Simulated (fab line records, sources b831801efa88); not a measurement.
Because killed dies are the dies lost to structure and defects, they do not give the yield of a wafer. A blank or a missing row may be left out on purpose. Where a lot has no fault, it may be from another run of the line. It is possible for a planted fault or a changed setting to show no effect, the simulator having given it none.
A struck lot beside a sound one + flow gf180mcu + 19 steps out of a route of 602
Sound: these wafers, L655.1, L655.2, L655.5. The struck wafers were L654.1, L654.2, L654.4. The cause is named last.
Each step with rows lists, per side, the tool, then ch with its chambers, then its first start. Under that, the readings that differ: sound wafers + struck wafers + difference of the means + sigmas: that difference in standard deviations of wafers without a fault.
alike: same words and numbers on both sides, and readings whose means sit less than 2 such deviations apart. not compared: any withheld reading, any reading some wafer has no value for, any bound like >300 that may hide the same value, and any number with overlapping values for which the record gives no deviation.
A row with sigmas, a row that says differs or no value, or rows on one side alone: a step with any of these is where the two part. Non-overlapping numbers with no deviation appear without sigmas and do not part them. A reading that every wafer of one side lacks parts them only if that side has two wafers or more.

GF_V3_ETCH_17: etches SiO2 in C4F8/O2/Ar, stops on TiN, target depth 635 nm.
  sound on rie_diel-01 ch 2,3; struck on rie_diel-04 ch 0,2,3
  alike: oes_product_au
GF_V3_STRIP_18: strips in O2/N2.
  sound on plasma_asher-04 ch 0,1, day 28 03:53; struck on plasma_asher-01 ch 0,1, day 27 20:04
  alike: drypump_motor_current_A, heater_power_w, oes_product_au
  not compared: rf_hours_counter_h
then, 3 steps without rows for these wafers: GF_V3_STRIP_19 (strips in post etch residue remover, time 1200 s); GF_V3_CLEAN_20 (cleans in DIW); GF_V3_SPUTTER_21 (material Ti, target thk 15 nm, time 80.02 s).
GF_V3_SPUTTER_22: material TiN, target thk 10 nm, time 40 s.
  sound: pvd_sputter-04 at day 28 04:28; struck: pvd_sputter-03 at day 27 20:40
  alike: cathode_dc_power_W, chamber_pressure_pa, throttle_valve_pct
then, 1 step without rows for these wafers: GF_V3_CVD_23 (deposits W, target thk 350 nm, time 104.9 s).
GF_V3_RS_MEAS_24: the measuring method here is four-point-probe.
  sound: film_metro-01 at day 28 04:37; struck: film_metro-01 at day 27 20:49
  alike: V3_W_RS
GF_V3_THK_MEAS_25: measures by xrf.
  sound: film_metro-01 at day 28 04:44; struck: film_metro-01 at day 27 20:56
  alike: V3_W_THK
GF_V3_CMP_26: polishes, stops on SiO2, t overpolish 15 s, target thk 0 nm.
  sound on cmp-02 ch 0,3, day 28 04:51; struck on cmp-02 ch 1,2,3, day 27 21:00
  alike: motor_current_A, overpolish_run_s, slurry_filter_dp_kPa, slurry_flow_ml_min, time_to_endpoint_s
then, 1 step without rows for these wafers: GF_M4_SPUTTER_00 (material Ti, target thk 37.5 nm, time 150 s).
GF_M4_SPUTTER_01: material TiN, target thk 30 nm, time 25 s.
  sound: pvd_sputter-02 at day 28 05:12; struck: pvd_sputter-04 at day 27 21:24
  alike: cathode_dc_power_W, chamber_pressure_pa, throttle_valve_pct
GF_M4_SPUTTER_02: material AlCu, target thk 450 nm, time 23.9 s.
  sound: pvd_sputter-02 at day 28 05:14; struck: pvd_sputter-04 at day 27 21:26
  no value came back on the struck wafers for cathode_dc_power_W (W), chamber_pressure_pa (Pa), throttle_valve_pct (%); on the sound wafers cathode_dc_power_W (W) reads 10603 10598 10602
then, 2 steps without rows for these wafers: GF_M4_SPUTTER_03 (material Ti, target thk 10 nm, time 6.7 s); GF_M4_SPUTTER_04 (material TiN, target thk 50 nm, time 41.7 s).
GF_M4_RS_MEAS_05: the measuring method here is four-point-probe.
  sound: film_metro-01 at day 28 05:19; struck: film_metro-02 at day 27 21:31
| reading             | sound                | struck               | difference | sigmas      |
|---------------------|----------------------|----------------------|------------|-------------|
| M4_ALCU_RS (ohm/sq) | 0.0705 0.0684 0.0703 | 7.2774 7.1699 7.1848 | +7.1410    | +99 or more |
GF_M4_THK_MEAS_06: measures by xrf.
  sound: film_metro-01 at day 28 05:26; struck: film_metro-02 at day 27 21:38
| reading          | sound       | struck   | difference | sigmas |
|------------------|-------------|----------|------------|--------|
| M4_ALCU_THK (nm) | 440 451 438 | <0 <0 <0 | differs    |        |
then, 1 step without rows for these wafers: GF_M4_DEHYDRATE_07 (time 60 s).
-- the record jumps here: 6 days lie between the struck wafers' starts before and after (it left off in module M4 and takes up again in module PASSIVATION, whose first step shown is number 602 of the route) --
GF_PASSIVATION_PROBE_99:
  only the struck wafers here have rows in the record (prober-02, day 33 11:52); the sound ones have none

## WHERE THEY PART
At GF_M4_SPUTTER_02 first; at GF_PASSIVATION_PROBE_99 last (within this record only).

WHY: whatever the simulator had introduced
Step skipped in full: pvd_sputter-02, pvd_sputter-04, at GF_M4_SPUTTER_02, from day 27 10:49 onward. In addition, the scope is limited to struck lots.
